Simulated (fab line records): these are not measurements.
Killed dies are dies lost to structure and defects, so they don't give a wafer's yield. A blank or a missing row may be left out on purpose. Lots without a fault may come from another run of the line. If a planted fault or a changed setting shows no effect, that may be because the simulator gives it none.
Which tool was responsible? / flow gf180mcu / 39 wafers from 13 lots sampled at 5 of the route's 602 steps

## WHAT THE GAUGES READ, wafer by wafer
GF_NWELL_TW_MEAS_11.
lot=L458; measured=day 3 07:52; on=film metro-03; NWELL_TW=1573 1570 1568
lot=L459; measured=day 3 12:32; on=film metro-03; NWELL_TW=1575 1574 1576
lot=L460; measured=day 3 17:17; on=film metro-03; NWELL_TW=1581 1575 1582
lot=L462; measured=day 4 05:02; on=film metro-04; NWELL_TW=1591 1595 1598
lot=L463; measured=day 4 10:22; on=film metro-04; NWELL_TW=1595 1593 1588
lot=L464; measured=day 4 15:51; on=film metro-03; NWELL_TW=1575 1574 1571
lot=L468; measured=day 5 14:39; on=film metro-04; NWELL_TW=1606 1615 1611
lot=L470; measured=day 6 00:01; on=film metro-03; NWELL_TW=1572 1579 1581
lot=L474; measured=day 7 01:25; on=film metro-04; NWELL_TW=1604 1594 1598
lot=L475; measured=day 7 08:02; on=film metro-01; NWELL_TW=1548 1543 1539
lot=L476; measured=day 7 13:43; on=film metro-01; NWELL_TW=1550 1550 1561
lot=L477; measured=day 7 18:36; on=film metro-01; NWELL_TW=1538 1546 1542
lot=L479; measured=day 8 03:37; on=film metro-01; NWELL_TW=1545 1535 1537

GF_VT_IMPLANT_OVL_MEAS_18.
lot=L458; measured=day 6 05:00; on=overlay-02; VT_IMPLANT_01_OVL (nm)=-0.1 -0.1 -1.1
lot=L459; measured=day 6 11:39; on=overlay-01; VT_IMPLANT_01_OVL (nm)=2.8 -1.2 1.2
lot=L460; measured=day 6 15:26; on=overlay-02; VT_IMPLANT_01_OVL (nm)=-1.8 -1.0 -0.8
lot=L462; measured=day 7 05:30; on=overlay-02; VT_IMPLANT_01_OVL (nm)=-1.3 -0.4 -0.9
lot=L463; measured=day 7 12:03; on=overlay-02; VT_IMPLANT_01_OVL (nm)=0.4 -0.4 -1.5
lot=L464; measured=day 7 17:57; on=overlay-01; VT_IMPLANT_01_OVL (nm)=-3.0 -2.1 0.6
lot=L468; measured=day 8 20:58; on=overlay-01; VT_IMPLANT_01_OVL (nm)=-1.0 0.0 -0.4
lot=L470; measured=day 9 08:18; on=overlay-01; VT_IMPLANT_01_OVL (nm)=0.5 -0.4 1.3
lot=L474; measured=day 10 14:11; on=overlay-02; VT_IMPLANT_01_OVL (nm)=-2.5 -2.3 -1.7
lot=L475; measured=day 10 21:05; on=overlay-02; VT_IMPLANT_01_OVL (nm)=-0.3 -0.4 -2.6
lot=L476; measured=day 11 03:41; on=overlay-02; VT_IMPLANT_01_OVL (nm)=-2.0 -2.6 -1.5
lot=L477; measured=day 11 09:33; on=overlay-01; VT_IMPLANT_01_OVL (nm)=0.5 1.1 0.4
lot=L479; measured=day 11 21:05; on=overlay-02; VT_IMPLANT_01_OVL (nm)=-0.7 -1.5 -1.7

GF_VT_IMPLANT_RS_MEAS_49: uses a four-point probe to measure.
lot=L458; measured=day 7 11:45; on=film metro-04; MVPSD_RS (ohm/sq)=1170 1174 1173
lot=L459; measured=day 7 19:29; on=film metro-03; MVPSD_RS (ohm/sq)=1170 1172 1168
lot=L460; measured=day 8 00:21; on=film metro-03; MVPSD_RS (ohm/sq)=1164 1161 1164
lot=L462; measured=day 8 14:39; on=film metro-01; MVPSD_RS (ohm/sq)=1167 1168 1168
lot=L463; measured=day 8 21:43; on=film metro-03; MVPSD_RS (ohm/sq)=1167 1171 1168
lot=L464; measured=day 9 03:20; on=film metro-03; MVPSD_RS (ohm/sq)=1164 1168 1165
lot=L468; measured=day 10 08:35; on=film metro-01; MVPSD_RS (ohm/sq)=1165 1161 1165
lot=L470; measured=day 10 20:39; on=film metro-01; MVPSD_RS (ohm/sq)=1166 1162 1168
lot=L474; measured=day 12 04:23; on=film metro-04; MVPSD_RS (ohm/sq)=1195 1192 1192
lot=L475; measured=day 12 12:30; on=film metro-01; MVPSD_RS (ohm/sq)=1168 1168 1169
lot=L476; measured=day 12 18:47; on=film metro-01; MVPSD_RS (ohm/sq)=1165 1166 1169
lot=L477; measured=day 13 00:38; on=film metro-03; MVPSD_RS (ohm/sq)=1189 1189 1189
lot=L479; measured=day 13 13:47; on=film metro-04; MVPSD_RS (ohm/sq)=1196 1195 1191

## EACH LOT AND THE TOOL THAT RAN IT (in order: tool; ch and the chambers of the sampled wafers; start)
lot=L458; GF_MVPSD_IMPLANT_08=implanter-02 ch 0, day 5 00:22; GF_VT_IMPLANT_STRIP_09=plasma asher-01 ch 0,1, day 5 14:49
lot=L459; GF_MVPSD_IMPLANT_08=implanter-01 ch 0, day 5 06:02; GF_VT_IMPLANT_STRIP_09=plasma asher-04 ch 0,1, day 5 21:07
lot=L460; GF_MVPSD_IMPLANT_08=implanter-02 ch 0, day 5 10:47; GF_VT_IMPLANT_STRIP_09=plasma asher-04 ch 0,1, day 6 01:35
lot=L462; GF_MVPSD_IMPLANT_08=implanter-01 ch 0, day 5 22:59; GF_VT_IMPLANT_STRIP_09=plasma asher-04 ch 0,1, day 6 13:46
lot=L463; GF_MVPSD_IMPLANT_08=implanter-01 ch 0, day 6 05:01; GF_VT_IMPLANT_STRIP_09=plasma asher-01 ch 1, day 6 20:22
lot=L464; GF_MVPSD_IMPLANT_08=implanter-04 ch 0, day 6 10:56; GF_VT_IMPLANT_STRIP_09=plasma asher-04 ch 0,1, day 7 02:44
lot=L468; GF_MVPSD_IMPLANT_08=implanter-04 ch 0, day 7 11:50; GF_VT_IMPLANT_STRIP_09=plasma asher-01 ch 0,1, day 8 04:25
lot=L470; GF_MVPSD_IMPLANT_08=implanter-01 ch 0, day 7 22:29; GF_VT_IMPLANT_STRIP_09=plasma asher-01 ch 0, day 8 15:13
lot=L474; GF_MVPSD_IMPLANT_08=implanter-01 ch 0, day 9 02:55; GF_VT_IMPLANT_STRIP_09=plasma asher-04 ch 0,1, day 9 20:34
lot=L475; GF_MVPSD_IMPLANT_08=implanter-02 ch 0, day 9 09:07; GF_VT_IMPLANT_STRIP_09=plasma asher-01 ch 0,1, day 10 03:25
lot=L476; GF_MVPSD_IMPLANT_08=implanter-04 ch 0, day 9 15:50; GF_VT_IMPLANT_STRIP_09=plasma asher-04 ch 0,1, day 10 09:46
lot=L477; GF_MVPSD_IMPLANT_08=implanter-01 ch 0, day 9 20:49; GF_VT_IMPLANT_STRIP_09=plasma asher-01 ch 0,1, day 10 15:04
lot=L479; GF_MVPSD_IMPLANT_08=implanter-01 ch 0, day 10 07:49; GF_VT_IMPLANT_STRIP_09=plasma asher-03 ch 0,1, day 11 02:10
- GF_MVPSD_IMPLANT_08
- GF_VT_IMPLANT_STRIP_09: strips in O2/N2.

## AS READ BY THE TOOLS THEMSELVES (means over the sampled wafers that have a number; for cases with no such wafer, the mark the record gives instead)
GF_MVPSD_IMPLANT_08.
lot=L458; tool=implanter-02; beam energy keV=169.98; tilt deg (degrees)=0.001
lot=L459; tool=implanter-01; beam energy keV=170.02; tilt deg (degrees)=0.004
lot=L460; tool=implanter-02; beam energy keV=169.97; tilt deg (degrees)=0.010
lot=L462; tool=implanter-01; beam energy keV=170.05; tilt deg (degrees)=0.015
lot=L463; tool=implanter-01; beam energy keV=169.97; tilt deg (degrees)=-0.018
lot=L464; tool=implanter-04; beam energy keV=170.05; tilt deg (degrees)=0.041
lot=L468; tool=implanter-04; beam energy keV=170.01; tilt deg (degrees)=0.015
lot=L470; tool=implanter-01; beam energy keV=170.05; tilt deg (degrees)=-0.008
lot=L474; tool=implanter-01; beam energy keV=153.45; tilt deg (degrees)=0.021
lot=L475; tool=implanter-02; beam energy keV=170.07; tilt deg (degrees)=0.008
lot=L476; tool=implanter-04; beam energy keV=170.02; tilt deg (degrees)=-0.015
lot=L477; tool=implanter-01; beam energy keV=153.51; tilt deg (degrees)=-0.015
lot=L479; tool=implanter-01; beam energy keV=153.49; tilt deg (degrees)=-0.009

GF_VT_IMPLANT_STRIP_09.
lot=L458; tool=plasma asher-01; chamber pressure mTorr (mTorr)=1501.0; drypump motor current A (A)=6.2; heater power w (W)=359; o2 flow sccm (sccm)=2993; oes product au (a.u.)=0.718; strip time to endpoint s (s)=12.630
lot=L459; tool=plasma asher-04; chamber pressure mTorr (mTorr)=1499.7; drypump motor current A (A)=6.0; heater power w (W)=339; o2 flow sccm (sccm)=3012; oes product au (a.u.)=0.715; strip time to endpoint s (s)=12.599
lot=L460; tool=plasma asher-04; chamber pressure mTorr (mTorr)=1500.3; drypump motor current A (A)=6.0; heater power w (W)=336; o2 flow sccm (sccm)=3000; oes product au (a.u.)=0.715; strip time to endpoint s (s)=12.638
lot=L462; tool=plasma asher-04; chamber pressure mTorr (mTorr)=1501.3; drypump motor current A (A)=6.0; heater power w (W)=333; o2 flow sccm (sccm)=2993; oes product au (a.u.)=0.721; strip time to endpoint s (s)=12.649
lot=L463; tool=plasma asher-01; chamber pressure mTorr (mTorr)=1499.7; drypump motor current A (A)=6.6; heater power w (W)=370; o2 flow sccm (sccm)=2992; oes product au (a.u.)=0.717; strip time to endpoint s (s)=12.661
lot=L464; tool=plasma asher-04; chamber pressure mTorr (mTorr)=1500.0; drypump motor current A (A)=6.0; heater power w (W)=328; o2 flow sccm (sccm)=2999; oes product au (a.u.)=0.720; strip time to endpoint s (s)=12.623
lot=L468; tool=plasma asher-01; chamber pressure mTorr (mTorr)=1499.8; drypump motor current A (A)=5.7; heater power w (W)=344; o2 flow sccm (sccm)=2993; oes product au (a.u.)=0.713; strip time to endpoint s (s)=12.636
lot=L470; tool=plasma asher-01; chamber pressure mTorr (mTorr)=1501.2; drypump motor current A (A)=5.3; heater power w (W)=330; o2 flow sccm (sccm)=3008; oes product au (a.u.)=0.714; strip time to endpoint s (s)=12.621
lot=L474; tool=plasma asher-04; chamber pressure mTorr (mTorr)=1499.9; drypump motor current A (A)=6.0; heater power w (W)=339; o2 flow sccm (sccm)=3003; oes product au (a.u.)=0.716; strip time to endpoint s (s)=12.640
lot=L475; tool=plasma asher-01; chamber pressure mTorr (mTorr)=1499.7; drypump motor current A (A)=6.2; heater power w (W)=360; o2 flow sccm (sccm)=3009; oes product au (a.u.)=0.718; strip time to endpoint s (s)=12.668
lot=L476; tool=plasma asher-04; chamber pressure mTorr (mTorr)=1501.4; drypump motor current A (A)=6.0; heater power w (W)=340; o2 flow sccm (sccm)=3007; oes product au (a.u.)=0.718; strip time to endpoint s (s)=12.583
lot=L477; tool=plasma asher-01; chamber pressure mTorr (mTorr)=1500.4; drypump motor current A (A)=5.7; heater power w (W)=344; o2 flow sccm (sccm)=3006; oes product au (a.u.)=0.715; strip time to endpoint s (s)=12.599
lot=L479; tool=plasma asher-03; chamber pressure mTorr (mTorr)=1499.3; drypump motor current A (A)=5.2; heater power w (W)=322; o2 flow sccm (sccm)=3002; oes product au (a.u.)=0.721; strip time to endpoint s (s)=12.627

## THE ANSWER, worked out from the rows above alone
Rule: the usual values come from the lots themselves. The widest of any qualifying gaps counts: lots, ordered by their means at a reading, are off when they make up no more than a third of the lots, leave a main group of 4 or more, and stand apart from it by 3 or more times the standard deviation of that group's means. Not used: any main group whose means are identical at the precision the tables above print for the reading. Also off: a lot with no number at a reading for which 4 or more lots have one. All remaining lots with rows at the step are treated as sound. After the gauges, taken in route order, come the tools' own readings; for these a lot's mean is taken, as printed above. The first step at which some lot is off is used, and at that step the reading that is off furthest; a lot without a number counts as furthest.
Off: L474, L477, L479, at GF_VT_IMPLANT_RS_MEAS_49 (MVPSD_RS). Mean 1167 ohm/sq and standard deviation 2.7 in the main group.
A tool fits if, at a process step before that reading, it ran every lot that is off, and no sound lot after the first of them. The gauges at GF_VT_IMPLANT_RS_MEAS_49 aren't tried: what is off there is off at GF_MVPSD_IMPLANT_08 too, on other tools, and a gauge's error can't cause that. One fits: GF_MVPSD_IMPLANT_08 on implanter-01. Its last sound lot is L470 (day 7 22:29), its first lot that is off L474 (day 9 02:55): a fault that began between those two fits.
On the lots that are off, the tool's own readings at GF_MVPSD_IMPLANT_08 differ by more than 5 times the standard deviation of the sound lots' means, which bears it out; beam energy keV reads 153.48 there versus 170.02 on the sound lots.

## WHAT THE SIMULATOR HAD PUT IN
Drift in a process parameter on implanter-01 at GF_MVPSD_IMPLANT_08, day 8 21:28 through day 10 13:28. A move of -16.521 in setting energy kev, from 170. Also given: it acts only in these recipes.
Shown lots that were struck: L474, L477, L479. This agrees with what the rule above found.
